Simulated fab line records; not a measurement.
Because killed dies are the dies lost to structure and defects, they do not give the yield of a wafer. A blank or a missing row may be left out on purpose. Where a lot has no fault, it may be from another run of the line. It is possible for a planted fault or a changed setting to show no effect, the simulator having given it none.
A lot that was struck, set against a sound lot | flow sky130 | 15 out of 708 route steps
Sound: these wafers, L585.1, L585.2, L585.3. Struck: wafers L594.1, L594.3, L594.5. The cause is given at the end.
Per side, at each step with rows, come the tool, then ch with its chambers, and then its first start. Under that, the readings that differ: sound wafers | struck wafers | difference of the means | sigmas: that difference in standard deviations of wafers without a fault.
alike: same words and numbers on both sides, and readings whose means sit less than 2 such deviations apart. not compared: any withheld reading, any reading some wafer has no value for, any bound like >300 that may hide the same value, and any number with overlapping values for which the record gives no deviation.
A row with sigmas, a row that says differs or no value, or rows on one side alone: a step with any of these is where the two part. Numbers that have no deviation but don't overlap get no sigmas and don't part them. Lack of a reading on every wafer of one side parts them only where that side has two or more wafers.

first, 2 steps without rows for these wafers: SKY_DNWELL_DEVELOP_06 (develop time 60 s); SKY_DNWELL_IMPLANT_07.
SKY_DNWELL_STRIP_08: strips in O2/N2.
  sound on plasma asher-04 ch 0,1, day 3 20:55; struck on plasma asher-04 ch 0,1, day 5 15:28
  alike: drypump motor current A, o2 flow sccm, oes product au, strip time to endpoint s
  not compared: rf hours counter h
SKY_DNWELL_TW_MEAS_09:
  sound on film metro-03 at day 3 21:01; struck on film metro-01 at day 5 15:34
  alike: DNWELL_TW
then, 7 steps without rows for these wafers: SKY_PWDE_DEHYDRATE_00 (time 60 s); SKY_PWDE_HMDS_01 (prime time 60 s); SKY_PWDE_COAT_02 (resist thk 3022 nm); SKY_PWDE_SOFTBAKE_03; SKY_PWDE_EXPOSE_04 (exposes mask PWDEM, target cd 840 nm); SKY_PWDE_PEB_05; SKY_PWDE_DEVELOP_06 (develop time 60 s).
SKY_PWDE_OVL_MEAS_07:
  sound on overlay-02 at day 4 13:15; struck on overlay-02 at day 6 09:21
  alike: PWDE_OVL
SKY_PWDE_IMPLANT_08:
  sound on implanter-01 ch 0, day 4 13:17; struck on implanter-01 ch 0, day 6 09:23
  reading                   | sound                | struck               | difference | sigmas
  beam energy keV           | 150.04 149.97 149.97 | 133.47 133.39 133.41 | -16.57     | -99 or more
  model.implant.rp nm (nm)  | 436.1 436.1 436.1    | 397.1 397.1 397.1    | -39.0      |
  model.implant.drp nm (nm) | 97.97 97.97 97.97    | 93.69 93.69 93.69    | -4.28      |
SKY_PWDE_STRIP_09: strips in O2/N2.
  sound on plasma asher-03 ch 0,1, day 4 13:26; struck on plasma asher-01 ch 0, day 6 09:41
  reading             | sound          | struck         | difference | sigmas
  o2 flow sccm (sccm) | 3012 2993 3026 | 2984 2985 2998 | -21        | -2
  alike: drypump motor current A, oes product au, strip time to endpoint s
  not compared: rf hours counter h
-- the record jumps here: 42 days lie between the struck wafers' starts before and after (it left off in module PWDE and takes up again in module PAD_OPEN, whose first step shown is number 708 of the route) --
SKY_PAD_OPEN_PROBE_99:
  sound on prober-02 at day 46 11:56; struck on prober-01 at day 48 10:52
  reading                                 | sound                        | struck                        | difference | sigmas
  model.etest.res_p_drift_20v.line ohm um | 1.14e+04 1.202e+04 1.183e+04 | 1.699e+04 1.444e+04 1.492e+04 | +3.700e+03 |
  model.etest.res_p_drift_20v.rs ohm sq   | 9357 1.005e+04 9687          | 1.389e+04 1.187e+04 1.214e+04 | +2.935e+03 |
  alike: killed_at_M0_to_M3, killed_at_M4_up, killed at contacts, killed at front end, killed at other, killed dies, killed on rim, killed open, killed short

== WHERE THEY PART ==
First at SKY_PWDE_IMPLANT_08; last, within this record, at SKY_PWDE_STRIP_09. Later steps at which nothing parts them and some readings are alike: SKY_PAD_OPEN_PROBE_99.

WHY: what had been put in by the simulator
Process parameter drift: implanter-01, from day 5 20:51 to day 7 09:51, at SKY_PWDE_IMPLANT_08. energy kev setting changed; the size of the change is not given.
